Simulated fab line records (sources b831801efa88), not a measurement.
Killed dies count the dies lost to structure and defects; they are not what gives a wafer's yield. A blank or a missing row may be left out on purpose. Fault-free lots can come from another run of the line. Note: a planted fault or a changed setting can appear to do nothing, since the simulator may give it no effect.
Chamber matching || flow sky130 || 4 sister chambers for SKY_POLY_CUT_ETCH_10 on rieDiel-04
The step etches BARC in N2/H2, stops on SiO2, time 45.9 s, target depth 60 nm. 4 wafers are shown with their chamber, then 9 later ones without.

## EACH WAFER AND ITS CHAMBER
{"wafer": "L565.5", "chamber": 3, "drypumpMotorCurrentA (A)": 6.2}
{"wafer": "L576.1", "chamber": 0, "drypumpMotorCurrentA (A)": 5.3}
{"wafer": "L576.2", "chamber": 2, "drypumpMotorCurrentA (A)": 5.5}
{"wafer": "L576.3", "chamber": 1, "drypumpMotorCurrentA (A)": 5.8}

## WAFERS WITH NO CHAMBER GIVEN
{"wafer": "L577.4", "drypumpMotorCurrentA (A)": 5.8}
{"wafer": "L577.5", "drypumpMotorCurrentA (A)": 5.8}
{"wafer": "L577.6", "drypumpMotorCurrentA (A)": 5.5}
{"wafer": "L579.4", "drypumpMotorCurrentA (A)": 5.6}
{"wafer": "L579.5", "drypumpMotorCurrentA (A)": 6.2}
{"wafer": "L579.6", "drypumpMotorCurrentA (A)": 5.3}
{"wafer": "L582.1", "drypumpMotorCurrentA (A)": 6.1}
{"wafer": "L582.4", "drypumpMotorCurrentA (A)": 5.8}
{"wafer": "L582.5", "drypumpMotorCurrentA (A)": 5.3}

## WHICH CHAMBER EACH ONE RAN IN
{"wafer": "L577.4", "from the rows above": 1, "in truth": 1}
{"wafer": "L577.5", "from the rows above": 1, "in truth": 1}
{"wafer": "L577.6", "from the rows above": 2, "in truth": 2}
{"wafer": "L579.4", "from the rows above": 2, "in truth": 2}
{"wafer": "L579.5", "from the rows above": 3, "in truth": 3}
{"wafer": "L579.6", "from the rows above": 0, "in truth": 0}
{"wafer": "L582.1", "from the rows above": 3, "in truth": 3}
{"wafer": "L582.4", "from the rows above": 1, "in truth": 1}
{"wafer": "L582.5", "from the rows above": 0, "in truth": 0}
Placed correctly: 9 of 9. Can't be placed from these rows: 0. Placed wrongly: 0.
How it was worked out, from the rows above alone: a wafer's distance from a chamber is the root of the sum, over the readings, of the square of ((its reading less the chamber's mean) divided by the reading's scatter). If the next closest chamber is less than 2 further off than the closest, the wafer can't be placed; otherwise it belongs to the closest. For every chamber, the mean is computed from those of its wafers that are shown. The scatter: root of mean squared gap, hidden wafer to nearest shown wafer, with one shown wafer a chamber.
